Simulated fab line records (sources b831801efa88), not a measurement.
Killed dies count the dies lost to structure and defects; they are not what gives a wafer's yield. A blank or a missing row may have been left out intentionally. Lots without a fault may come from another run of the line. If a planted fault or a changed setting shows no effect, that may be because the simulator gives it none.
Chamber matching -- flow gf180mcu -- 4 sister chambers for GF_V2_CMP_04 on cmp-01
The step polishes SiO2. 8 wafers are shown with their chamber, then 7 later ones without.

== EACH WAFER AND ITS CHAMBER ==
wafer,chamber,motor-current-A (A),edge-zone-pressure-frac
L532.3,3,12.4,0.994
L535.1,2,12.3,1.002
L535.3,1,11.1,1.002
L535.4,3,12.2,1.004
L537.3,0,12.4,1.000
L537.4,2,11.4,0.999
L537.5,0,12.9,1.001
L545.1,1,11.5,1.003

== WAFERS WHOSE CHAMBER IS MISSING ==
wafer,motor-current-A (A),edge-zone-pressure-frac
L545.4,11.3,0.998
L548.2,11.7,0.998
L548.5,11.8,0.999
L548.6,10.8,1.000
L551.1,11.9,0.998
L551.2,10.4,0.999
L551.3,11.7,1.004

== THE CHAMBER EACH PASSED THROUGH ==
wafer,from the rows above,in truth
L545.4,can't be placed: 1 or 2 or 3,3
L548.2,can't be placed: 2 or 3 or 1 or 0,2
L548.5,can't be placed: 2 or 3 or 1 or 0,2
L548.6,can't be placed: 1 or 2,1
L551.1,can't be placed: 2 or 3 or 1 or 0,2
L551.2,can't be placed: 1 or 2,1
L551.3,can't be placed: 2 or 1 or 3 or 0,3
Placed correctly: 0 of 7. Cannot be placed on the basis of these rows: 7; the candidates contain the true chamber in 7. Number placed wrongly: 0.
How it was worked out, from the rows above alone: a wafer's distance from a chamber is the root of the sum, over the readings, of the square of ((its reading less the chamber's mean) divided by the reading's scatter). If the next closest chamber is less than 2 further off than the closest, the wafer can't be placed; otherwise it belongs to the closest. Each chamber's mean is taken over the wafers shown for it. The scatter: take each reading less its chamber's mean, square it, sum over the shown wafers, divide by the number of wafers less the number of chambers, and take the root.
